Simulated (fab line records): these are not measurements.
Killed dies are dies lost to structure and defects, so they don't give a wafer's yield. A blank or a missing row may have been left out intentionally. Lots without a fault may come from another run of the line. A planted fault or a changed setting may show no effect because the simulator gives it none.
Problem report in the 8D (eight disciplines) form, filled by code | flow gf180mcu | the parts of the form that need people (team, actions taken, sign-off) are left out

## 1. THE PROBLEM
Wafers without a fault read 21.00 C, standard deviation 0.095; developerTempC at GF_V5_DEVELOP_13 reads a mean of 21.94 C on 6 wafers belonging to 2 lots. Measured from the usual mean, that is +9.9 standard deviations.
The step: develop time 60 s.
The first sign was on wafer L242.1 at day 31 05:35, on lithoTrack-02. Wafers with a number at this step in the record: 42, from 14 lots. The rule behind "out" and "out of limits": a value lying over 4 standard deviations away from the usual mean. The other wafers with a number count as sound.

## 2. WHAT THIS IS AND IS NOT
question                    | is                     | is not
which readings at this step | developerTempC         | -
which lots                  | L242, L244             | L228, L230, L231, L233, L235, L238, L239, L240, L241, L243, L245, L246
which wafers of those lots  | all that have a number | -
read on which tools         | lithoTrack-02          | lithoTrack-01, lithoTrack-04
when                        | from day 31 05:35      | up to then (27 sound wafers); but 9 sound wafers of L243, L245, L246 came after

## 3. THE SUSPECTS, EACH WITH WHAT RULES IT OUT
Counting: a tool stays on the suspect list if, at a process step up to the reading, it processed all lots that are out and no sound lot following the first of them.
- lithoTrack-02 at GF_V5_DEVELOP_13 (develop time 60 s): kept. Every lot that is out went through it, starting with L242 (day 31 05:35), and after that it ran no sound lot; the last sound lot it ran before then is L241 (day 31 05:16). Its own readings are out on those wafers: developerTempC.
Remaining after the count: lithoTrack-02 at GF_V5_DEVELOP_13.

## 4. THE CAUSE (what the simulator had put in)
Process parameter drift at GF_V5_DEVELOP_13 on lithoTrack-02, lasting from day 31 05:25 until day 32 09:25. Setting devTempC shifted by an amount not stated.
Counting left only this tool.

## 5. THE EFFECT CHAIN, in route order
Each row: a reading where the mean over the struck wafers with a number is more than 3 standard deviations away from the usual. Only readings for which the record gives a usual standard deviation are gone through. hours: the time from each lot's start at the first step in this table that gives one to its start at this step, as a median over the lots. sigmas: the change in usual standard deviations.
hours | step             | reading        | usual   | on struck wafers | change | sigmas
0     | GF_V5_DEVELOP_13 | developerTempC | 21.00 C | 21.94            | +0.94  | +9.9
Process steps it contains:
- GF_V5_DEVELOP_13: develop time 60 s.
Later measuring or inspecting steps at which every struck wafer that the step has a row for has a number for every such reading, and none has moved that far: GF_V5_THK_MEAS_25.

## 6. WHAT WOULD HAVE CAUGHT IT SOONER
0 hours passed between the start of the fault at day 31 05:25 and the first reading out of limits in this record, taken at day 31 05:35.
